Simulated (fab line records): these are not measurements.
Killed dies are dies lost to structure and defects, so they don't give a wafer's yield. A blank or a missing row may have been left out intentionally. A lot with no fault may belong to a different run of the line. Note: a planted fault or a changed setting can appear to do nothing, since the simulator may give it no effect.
A lot that was struck, set against a sound lot + flow sky130 + 15 steps out of a route of 708
Sound: the wafers L793.1, L793.3, L793.6. The struck wafers were L803.2, L803.5, L803.6. Last of all comes the cause.
At each step with rows: each side's tool, then ch and its chambers, then its first start. Under that, the readings that differ: sound wafers + struck wafers + difference of the means + sigmas: that difference in standard deviations of wafers without a fault.
alike: readings with means less than 2 such deviations apart, plus words and numbers identical on both sides. not compared: withheld readings, readings lacking a value on some wafer, bounds such as >300 that could conceal the same value, and numbers that have no deviation in the record and whose values overlap.
The two part at a step that has a row with sigmas, a row that says differs or no value, or rows on one side only. Numbers that have no deviation but don't overlap get no sigmas and don't part them. A reading that every wafer of one side lacks parts them only if that side has two wafers or more.

first, 8 steps without rows for these wafers: SKY_METAL2_DEHYDRATE_07 (time 57.6 s); SKY_METAL2_HMDS_08 (prime time 60 s); SKY_METAL2_COAT_09 (resist thk 60 nm); SKY_METAL2_COAT_10 (resist thk 450 nm); SKY_METAL2_SOFTBAKE_11 (time 90 s); SKY_METAL2_EXPOSE_12 (exposes mask MM2, target cd 140 nm); SKY_METAL2_PEB_13; SKY_METAL2_DEVELOP_14 (develop time 60 s).
SKY_METAL2_CD_MEAS_15 targets a cd of 140 nm.
  sound on cd sem-01 at day 34 17:58; struck on cd sem-01 at day 38 04:59
  alike: cd nm
SKY_METAL2_OVL_MEAS_16:
  sound on overlay-01 at day 34 18:05; struck on overlay-01 at day 38 05:05
  alike: METAL2_OVL
SKY_METAL2_DESCUM_17: chemistry O2, time 8 s.
  sound on rie metal-02 ch 0,1, day 34 18:08; struck on rie metal-03 ch 0,1, day 38 05:07
  alike: drypump motor current A, oes product au
  not compared: rf hours counter h
SKY_METAL2_ETCH_18: etches BARC in N2/H2, stops on SiO2, time 45.9 s, target depth 60 nm.
  sound on rie metal-02 ch 0,1, day 34 18:10; struck on rie metal-03 ch 0,1, day 38 05:08
  alike: bias w, chamber pressure mTorr, drypump motor current A, oes product au, throttle valve pct
  not compared: rf hours counter h
SKY_METAL2_METAL_ETCH_19: etches the open film in Cl2/BCl3, stops on SiO2, target depth 360 nm, time 78 s.
  sound on rie metal-02 ch 0,1, day 34 18:13; struck on rie metal-03 ch 0,1, day 38 05:13
  no value came back on the struck wafers for any of 6 readings (bcl3 flow sccm (sccm), bias w (W) and others); on the sound wafers bcl3 flow sccm (sccm) reads 30.07 30.06 30.06
| reading                                       | sound             | struck            | difference | sigmas |
|-----------------------------------------------|-------------------|-------------------|------------|--------|
| model.KrF-thick_of_METAL2_COAT_10.thk nm (nm) | 154.7 155.8 154.7 | 394.1 392.8 393.2 | +238.3     |        |
| model.SiO2_of_VIA1_HDPCVD_00.thk nm (nm)      | 331.1 330.4 330.1 | 341.7 340.7 341.4 | +10.7      |        |
  not compared: rf hours counter h
SKY_METAL2_STRIP_20: strips in O2/N2.
  sound on plasma asher-02 ch 0,1, day 34 18:19; struck on plasma asher-01 ch 0,1, day 38 05:18
| reading                      | sound             | struck            | difference | sigmas |
|------------------------------|-------------------|-------------------|------------|--------|
| oes product au (a.u.)        | 0.342 0.340 0.341 | 0.446 0.445 0.454 | +0.107     | +21    |
| strip time to endpoint s (s) | 2.65 2.66 2.65    | 5.23 5.19 5.23    | +2.56      | +58    |
  alike: drypump motor current A
  not compared: rf hours counter h
then, 1 step without rows for these wafers: SKY_METAL2_STRIP_21 (strips in post etch residue remover, time 1200 s).

WHERE THEY PART
First at SKY_METAL2_METAL_ETCH_19; last, within this record, at SKY_METAL2_STRIP_20.

WHY: what the simulator had put in
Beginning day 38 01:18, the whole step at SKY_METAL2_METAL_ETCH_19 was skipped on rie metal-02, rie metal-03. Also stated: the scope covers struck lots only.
